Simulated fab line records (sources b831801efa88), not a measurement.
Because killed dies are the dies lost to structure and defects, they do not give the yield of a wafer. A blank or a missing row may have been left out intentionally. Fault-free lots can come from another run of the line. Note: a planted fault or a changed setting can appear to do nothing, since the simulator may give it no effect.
The tool behind it: which one? -- flow sky130 -- at 1 step of a route of 708, 7 lots with 21 wafers sampled

WHAT THE GAUGES SHOWED, per wafer
SKY_METAL2_RS_MEAS_05: a four-point-probe measurement.
lot,measured,on,METAL2_ALCU_RS (ohm/sq)
L562,day 35 01:08,film metro-01,0.1221 0.1210 0.1216
L566,day 36 09:07,film metro-02,0.1215 0.1214 0.1216
L568,day 37 00:49,film metro-04,0.1231 0.1228 0.1223
L574,day 38 19:43,film metro-02,0.1225 0.1218 0.1217
L579,day 40 08:47,film metro-04,0.1258 0.1252 0.1255
L580,day 40 12:34,film metro-04,0.1237 0.1246 0.1234
L582,day 41 00:37,film metro-01,0.1219 0.1209 0.1217

TOOL THAT RAN EACH LOT (tool first, then ch and the chambers of the sampled wafers, then the start)
The record holds no process step before these readings.

THE ANSWER, worked out from the rows above alone
Rule: the lots themselves supply what counts as usual. Put in order of their means at a reading, lots are off if they are a third of the lots or fewer, leave a main group of 4 or more, and stand apart from it by a gap of 3 or more times the standard deviation of the main group's means; of several such gaps the widest counts. If all means in a main group match to the digits the tables above print for the reading, that group is not used. A lot without any number at a reading at which 4 lots or more have one is off too. Where the step has rows for the other lots, those lots are counted as sound.
Nothing can be told from this: no lot is off at any reading shown.

WHAT WAS PUT IN BY THE SIMULATOR
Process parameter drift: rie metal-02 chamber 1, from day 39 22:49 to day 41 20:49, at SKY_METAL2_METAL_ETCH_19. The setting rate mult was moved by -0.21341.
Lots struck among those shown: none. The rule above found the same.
